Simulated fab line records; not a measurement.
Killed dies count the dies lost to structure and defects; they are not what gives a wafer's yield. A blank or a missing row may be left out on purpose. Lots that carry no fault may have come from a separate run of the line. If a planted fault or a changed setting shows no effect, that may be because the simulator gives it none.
fab line records | flow sky130
record: lots: 13 | wafers: 39 | last-day: 50
route steps=708 shown VIA1@472
lots that met no fault: taken from a fault-free run of the same line
start-h: the number of hours between the record's first day and the start of the first shown wafer of the lot | wait-h: how many hours have passed since the lot's step before this one | " same as the row above | L1.1+2: a row that stands for several wafers | - no value, or no start was given | * or withheld: withheld | < > ~ a bound
route shown NAME@n: NAME is a module with steps in the file, n the number in the route of the first one | usual: the fault-free wafers' mean and standard deviation | same: alike in all rows | chamber/n: place in a boat | sites: each site's reading | _std_site: the values' standard deviation | _edge_site: mean of outer sites minus mean of inner sites | radius-mm: how far each site lies from the wafer's centre | mask NAME#n: copy n | behind: the most recent tool/chamber to have shaped the wafer | hold: what put the lot on hold/how long, in hours/how the hold closed | device: the n, p or np transistor that did not switch | end of line: at the end of the route, the tests of the same wafers | for a step that has no rows: nothing shown but its recipe | killed: dies that structure and defects cost at the first sort, which is not the same as the wafer's yield | map: a wafer's dies, marking killed ones x, the rest . and places with no die _
set.NAME: the setting the step ran with; set.NAME@STEP: the setting that earlier step ran with | model.NAME: the simulator's own value behind a step, which no gauge read
one table for each step of the route and one row for each wafer, over a sample of lots
services: the hour from which a tool's chamber was out of use, counted from the record's first day as start-h (under 0 if before that day), plus the number of hours and why
== steps ==
step: SKY_VIA1_ETCH_14
recipe: chemistry: N2/H2 | target: BARC | ion-energy-ev: 200 | source-w: 500 | bias-w: 100 | pressure-mtorr: 30 | n2-flow-sccm: 100 | h2-flow-sccm: 200 | stop-on: SiO2 | time-s: 45.9 | target-depth-a: 600
usual: drypump-motor-current-A: 5.7/0.37 | oes-product-au: 0.855/0.005 | run-length-s: 74.2/0.39 | throttle-valve-pct: 13.225/0.0082
lot.wafer | tool        | chamber | start-h | wait-h | drypump-motor-current-A | oes-product-au | rf-hours-counter-h | run-length-s | throttle-valve-pct
L680.2    | rie-diel-02 | 3       | 830.21  | 0.0    | 5.3                     | 0.855          | 6                  | 74.2         | 13.224
L680.3    | "           | 0       | "       | "      | 5.4                     | 0.853          | 2                  | 75.0         | 13.228
L680.4    | "           | 2       | "       | "      | 5.2                     | 0.848          | 16                 | 73.4         | 13.224
L682.1    | rie-diel-01 | 2       | 830.91  | 0.0    | 5.9                     | 0.848          | 10                 | 74.4         | 13.227
L682.3    | "           | 3       | "       | "      | 5.8                     | 0.854          | 12                 | 74.4         | 13.220
L682.4    | "           | 1       | "       | "      | 6.2                     | 0.853          | 23                 | 73.9         | 13.217
L681.1    | rie-diel-02 | 3       | 833.31  | 0.0    | 5.2                     | 0.858          | 6                  | 74.2         | 13.225
L681.4    | "           | 0       | "       | "      | 5.4                     | 0.856          | 3                  | 74.5         | 13.216
L681.6    | "           | 3       | "       | "      | 5.2                     | 0.857          | -                  | 75.1         | 13.224
L684.1    | rie-diel-03 | 0       | 841.96  | 0.0    | 6.0                     | 0.843          | 32                 | 74.6         | 13.235
L684.2    | "           | 2       | "       | "      | 5.7                     | 0.852          | 6                  | 74.5         | 13.233
L684.6    | "           | 1       | "       | "      | 5.5                     | 0.851          | -                  | 74.0         | 13.234
L683.2    | rie-diel-01 | 3       | 848.41  | 0.0    | 5.7                     | 0.850          | 12                 | 74.3         | 13.219
L683.5    | "           | 2       | "       | "      | 6.0                     | 0.863          | -                  | 74.5         | 13.226
L683.6    | "           | 1       | "       | "      | 6.2                     | 0.860          | -                  | 74.2         | 13.222
L687.1    | rie-diel-02 | 0       | 866.93  | 0.0    | 5.4                     | 0.853          | 3                  | 74.8         | 13.223
L687.2    | "           | 3       | "       | "      | 5.2                     | 0.854          | 7                  | 74.4         | 13.238
L687.4    | "           | 2       | "       | "      | 5.2                     | 0.858          | 17                 | 73.3         | 13.213
L688.2    | rie-diel-02 | 3       | 878.00  | 0.0    | 5.2                     | 0.858          | 7                  | 74.5         | 13.224
L688.4    | "           | 1       | "       | "      | 6.5                     | 0.851          | 12                 | 73.8         | 13.220
L688.5    | "           | 2       | "       | "      | 5.2                     | 0.858          | -                  | 74.2         | 13.229
L689.1    | rie-diel-01 | 0       | 878.59  | 0.0    | 5.4                     | 0.856          | 15                 | 74.0         | 13.231
L689.3    | "           | 2       | "       | "      | 6.0                     | 0.852          | 11                 | 73.9         | 13.222
L689.5    | "           | 2       | "       | "      | 5.9                     | 0.863          | -                  | 74.1         | 13.223
L690.3    | rie-diel-03 | 1       | 880.68  | 0.0    | 5.5                     | 0.856          | 13                 | 74.5         | 13.228
L690.4    | "           | 3       | "       | "      | 5.8                     | 0.854          | 9                  | 73.5         | 13.232
L690.5    | "           | 0       | "       | "      | 6.0                     | 0.852          | -                  | 74.2         | 13.227
L691.3    | rie-diel-01 | 0       | 887.85  | 0.0    | 5.4                     | 0.858          | 15                 | 74.1         | 13.234
L691.4    | "           | 0       | "       | "      | 5.4                     | 0.860          | -                  | 74.1         | 13.227
L691.5    | "           | 2       | "       | "      | 5.9                     | 0.847          | -                  | 74.2         | 13.239
L701.4    | rie-diel-03 | 0       | 947.67  | 0.0    | 6.0                     | 0.859          | -                  | 74.1         | 13.214
L701.5    | "           | 1       | "       | "      | 5.6                     | 1.008          | -                  | 61.9         | 13.235
L701.6    | "           | 3       | "       | "      | 5.8                     | 0.849          | -                  | 73.9         | 13.230
L700.1    | rie-diel-01 | 1       | 953.56  | 0.0    | 6.2                     | 0.855          | 2                  | 73.7         | 13.238
L700.5    | "           | 0       | "       | "      | 5.4                     | 0.860          | -                  | 74.0         | 13.225
L700.6    | "           | 1       | "       | "      | 6.2                     | 0.856          | -                  | 73.7         | 13.225
L702.2    | rie-diel-02 | 1       | 953.91  | 0.0    | 6.5                     | 0.853          | 14                 | 74.3         | 13.218
L702.3    | "           | 0       | "       | "      | 5.4                     | 0.852          | 6                  | 74.4         | 13.230
L702.6    | "           | 0       | "       | "      | 5.4                     | 0.852          | -                  | 74.6         | 13.212
step: SKY_VIA1_STRIP_16
recipe: chemistry: O2/N2 | power-w: 1400 | pressure-mtorr: 1500 | platen-temp-c: withheld | o2-flow-sccm: 3000 | n2-flow-sccm: 300 | overash-fraction: 0.5
usual: drypump-motor-current-A: 5.9/0.51 | oes-product-au: 0.416/0.0045 | strip-time-to-endpoint-s: 4.461/0.023
lot.wafer | tool            | chamber | start-h | wait-h | drypump-motor-current-A | oes-product-au | rf-hours-counter-h | strip-time-to-endpoint-s
L680.2    | plasma-asher-03 | 1       | 830.30  | 0.0    | 5.6                     | 0.414          | 9                  | 4.463
L680.3    | "               | 1       | "       | "      | 5.6                     | 0.400          | -                  | 4.446
L680.4    | "               | 0       | "       | "      | 6.2                     | 0.420          | -                  | 4.519
L682.1    | plasma-asher-03 | 1       | 831.00  | 0.0    | 5.6                     | 0.416          | 9                  | 4.462
L682.3    | "               | 0       | "       | "      | 6.2                     | 0.418          | -                  | 4.463
L682.4    | "               | 1       | "       | "      | 5.6                     | 0.418          | -                  | 4.477
L681.1    | plasma-asher-04 | 1       | 833.40  | 0.0    | 5.9                     | 0.418          | 101                | 4.456
L681.4    | "               | 1       | "       | "      | 5.9                     | 0.415          | -                  | 4.429
L681.6    | "               | 0       | "       | "      | 5.0                     | 0.413          | -                  | 4.446
L684.1    | plasma-asher-02 | 0       | 842.05  | 0.0    | 6.7                     | 0.415          | 70                 | 4.421
L684.2    | "               | 1       | "       | "      | 5.7                     | 0.420          | 70                 | 4.481
L684.6    | "               | 1       | "       | "      | 5.7                     | 0.411          | -                  | 4.427
L683.2    | plasma-asher-02 | 1       | 848.50  | 0.0    | 5.7                     | 0.416          | 71                 | 4.470
L683.5    | "               | 0       | "       | "      | 6.7                     | 0.408          | -                  | 4.444
L683.6    | "               | 1       | "       | "      | 5.7                     | 0.415          | -                  | 4.456
L687.1    | plasma-asher-02 | 0       | 867.01  | 0.0    | 6.7                     | 0.419          | 73                 | 4.460
L687.2    | "               | 1       | "       | "      | 5.7                     | 0.414          | 73                 | 4.456
L687.4    | "               | 1       | "       | "      | 5.7                     | 0.412          | -                  | 4.490
L688.2    | plasma-asher-02 | 1       | 878.09  | 0.0    | 5.7                     | 0.411          | 74                 | 4.430
L688.4    | "               | 1       | "       | "      | 5.7                     | 0.413          | -                  | 4.468
L688.5    | "               | 0       | "       | "      | 6.7                     | 0.416          | -                  | 4.477
L689.1    | plasma-asher-04 | 1       | 878.68  | 0.0    | 5.8                     | 0.421          | 106                | 4.460
L689.3    | "               | 0       | "       | "      | 5.0                     | 0.416          | -                  | 4.430
L689.5    | "               | 0       | "       | "      | 5.0                     | 0.417          | -                  | 4.428
L690.3    | plasma-asher-04 | 1       | 880.80  | 0.1    | 5.9                     | 0.422          | -                  | 4.472
L690.4    | "               | 0       | "       | "      | 5.0                     | 0.408          | -                  | 4.459
L690.5    | "               | 1       | "       | "      | 5.9                     | 0.413          | -                  | 4.471
L691.3    | plasma-asher-03 | 0       | 887.97  | 0.1    | 6.2                     | 0.417          | -                  | 4.488
L691.4    | "               | 1       | "       | "      | 5.6                     | 0.413          | -                  | 4.446
L691.5    | "               | 1       | "       | "      | 5.6                     | 0.414          | -                  | 4.432
L701.4    | plasma-asher-03 | 0       | 947.77  | 0.0    | 6.2                     | 0.417          | -                  | 4.476
L701.5    | "               | 1       | "       | "      | 5.6                     | 0.426          | -                  | 4.550
L701.6    | "               | 0       | "       | "      | 6.2                     | 0.421          | -                  | 4.475
L700.1    | plasma-asher-04 | 0       | 953.65  | 0.0    | 5.0                     | 0.414          | 113                | 4.439
L700.5    | "               | 1       | "       | "      | 5.9                     | 0.408          | -                  | 4.439
L700.6    | "               | 0       | "       | "      | 5.0                     | 0.418          | -                  | 4.458
L702.2    | plasma-asher-03 | 1       | 954.00  | 0.0    | 5.6                     | 0.411          | 21                 | 4.477
L702.3    | "               | 1       | "       | "      | 5.6                     | 0.418          | -                  | 4.442
L702.6    | "               | 1       | "       | "      | 5.6                     | 0.416          | -                  | 4.471
== services ==
tool            | chamber | start-h | hours | kind
plasma-asher-03 | -       | 808.35  | 2.8   | pm
plasma-asher-02 | -       | 826.96  | 14.6  | pm
rie-diel-03     | 0       | 843.80  | 3.6   | repair
rie-diel-03     | 0       | 847.35  | -     | clean
rie-diel-03     | 0       | 847.35  | 19.0  | scheduled-down
rie-diel-03     | 0       | 847.35  | 19.0  | vent-cycle
plasma-asher-03 | -       | 860.22  | 2.6   | repair
rie-diel-01     | -       | 861.14  | 2.8   | pm
rie-diel-01     | 1       | 870.45  | -     | clean
rie-diel-01     | 1       | 870.45  | 20.2  | scheduled-down
rie-diel-01     | 1       | 870.45  | 20.2  | vent-cycle
plasma-asher-04 | -       | 894.24  | 1.0   | repair
rie-diel-03     | 3       | 904.02  | 5.5   | repair
rie-diel-02     | 2       | 904.48  | 11.3  | repair
rie-diel-03     | 1       | 908.16  | 16.2  | repair
rie-diel-03     | -       | 911.16  | 0.6   | repair
rie-diel-02     | -       | 926.95  | 0.2   | repair
plasma-asher-04 | -       | 935.68  | 2.0   | repair
plasma-asher-03 | -       | 945.31  | 1.2   | repair
rie-diel-03     | 2       | 946.78  | 6.7   | repair
rie-diel-02     | 2       | 952.19  | 10.8  | repair
== key ==
first-sign: step: SKY_VIA1_ETCH_14 | reading: run-length-s | direction: down | sigmas: 32 | usual: * | struck: *
effect: step: SKY_VIA1_ETCH_14 | reading: oes-product-au | direction: up | sigmas: 31 | usual: 0.855 | struck: 1.008
effect: step: SKY_VIA1_STRIP_16 | reading: strip-time-to-endpoint-s | direction: up | sigmas: 3.9 | usual: * | struck: *
met-at SKY_VIA1_ETCH_14
struck-lots L701
struck-wafers L701.5
sort-left-out L701.5
onset-between 880.68 947.67
fault: kind: process-parameter-drift | tool: rie-diel-03 | chamber: - | onset-h: 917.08 | steps: SKY_VIA1_ETCH_14 | channel: time-s | offset: * | shape: step | end-h: 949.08 | scope: struck-wafers-only | acts-in: * | stated: *
sort-left-out: the simulated sort isn't trusted on such a fault, so these wafers' sort isn't shown, and their yield isn't known
